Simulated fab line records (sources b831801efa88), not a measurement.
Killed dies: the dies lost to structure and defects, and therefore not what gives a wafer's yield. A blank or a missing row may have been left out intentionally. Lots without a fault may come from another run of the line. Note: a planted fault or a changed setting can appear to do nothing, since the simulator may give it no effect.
What tool caused it? | flow gf180mcu | 6 lots, 18 wafers sampled, at 2 steps of a route of 602

== WHAT THE GAUGES READ, wafer by wafer ==
GF_NSD_CD_MEAS_07 targets a cd of 400 nm.
lot  | measured     | on        | cd-nm (nm)
L928 | day 14 10:40 | cd-sem-02 | 401.4 403.3 401.0
L933 | day 16 03:53 | cd-sem-01 | 405.4 403.9 403.6
L936 | day 17 13:38 | cd-sem-01 | 396.8 396.8 396.4
L943 | day 19 15:17 | cd-sem-01 | 402.9 401.8 401.0
L945 | day 20 09:40 | cd-sem-01 | 397.5 397.7 397.2
L947 | day 21 11:25 | cd-sem-01 | 401.5 401.3 400.0

== TOOL THAT RAN EACH LOT (tool first, then ch and the chambers of the sampled wafers, then the start) ==
lot  | GF_NSD_EXPOSE_04
L928 | iline-stepper-02 ch 0, day 14 00:57
L933 | iline-stepper-01 ch 0, day 15 17:34
L936 | iline-stepper-01 ch 0, day 17 02:26
L943 | iline-stepper-01 ch 0, day 19 03:20
L945 | iline-stepper-02 ch 0, day 19 22:42
L947 | iline-stepper-01 ch 0, day 21 00:23
- GF_NSD_EXPOSE_04: exposes mask Nplus, target cd 400 nm.

== THE ANSWER, worked out from the rows above alone ==
Rule: what is usual is taken from the lots themselves. The widest of any qualifying gaps counts: lots, ordered by their means at a reading, are off when they make up no more than a third of the lots, leave a main group of 4 or more, and stand apart from it by 3 or more times the standard deviation of that group's means. If all means in a main group match to the digits the tables above print for the reading, that group is not used. Also off: a lot with no number at a reading for which 4 or more lots have one. All remaining lots with rows at the step are treated as sound.
No lot is off at any reading shown: from this, nothing can be told.

== WHAT THE SIMULATOR HAD PUT IN ==
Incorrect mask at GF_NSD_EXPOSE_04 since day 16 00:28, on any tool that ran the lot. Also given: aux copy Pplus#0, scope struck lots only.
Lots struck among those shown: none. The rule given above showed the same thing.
